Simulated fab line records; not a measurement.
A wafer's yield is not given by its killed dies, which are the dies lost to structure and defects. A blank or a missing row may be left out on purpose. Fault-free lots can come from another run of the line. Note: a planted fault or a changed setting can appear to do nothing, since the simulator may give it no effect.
What tool caused it?	flow sky130	21 wafers from 7 lots sampled at 2 of the route's 708 steps

== WHAT THE GAUGES READ, wafer by wafer ==
SKY_CAPM_RS_MEAS_03: measures by four-point-probe.
lot	measured	on	CAPM_TIN_RS (ohm/sq)
L464	day 36 10:38	film_metro-02	6.93 6.95 7.02
L468	day 37 23:37	film_metro-01	7.01 7.09 7.01
L476	day 40 16:07	film_metro-02	6.91 6.94 6.94
L480	day 41 15:41	film_metro-01	6.76 6.85 6.82
L482	day 42 00:05	film_metro-01	6.95 6.96 6.94
L484	day 42 14:56	film_metro-01	6.94 6.97 6.97
L486	day 43 18:46	film_metro-04	6.95 6.86 6.87

== WHICH TOOL RAN EACH LOT (tool, then ch and the chambers of the sampled wafers, then the start) ==
lot	SKY_CAPM_SPUTTER_02
L464	pvd_sputter-01, day 36 10:28
L468	pvd_sputter-01, day 37 23:29
L476	pvd_sputter-03, day 40 15:58
L480	pvd_sputter-02, day 41 15:34
L482	pvd_sputter-02, day 41 23:57
L484	pvd_sputter-02, day 42 14:49
L486	pvd_sputter-03, day 43 18:38
- SKY_CAPM_SPUTTER_02: material TiN, target thk 200 nm, time 166.7 s.

== THE ANSWER, worked out from the rows above alone ==
Rule: what is usual is taken from the lots themselves. Put in order of their means at a reading, lots are off if they are a third of the lots or fewer, leave a main group of 4 or more, and stand apart from it by a gap of 3 or more times the standard deviation of the main group's means; of several such gaps the widest counts. If all means in a main group match to the digits the tables above print for the reading, that group is not used. A lot without any number at a reading at which 4 lots or more have one is off too. The other lots that the step has rows for count as sound.
No lot is off at any reading shown: from this, nothing can be told.

== WHAT THE SIMULATOR HAD INSERTED ==
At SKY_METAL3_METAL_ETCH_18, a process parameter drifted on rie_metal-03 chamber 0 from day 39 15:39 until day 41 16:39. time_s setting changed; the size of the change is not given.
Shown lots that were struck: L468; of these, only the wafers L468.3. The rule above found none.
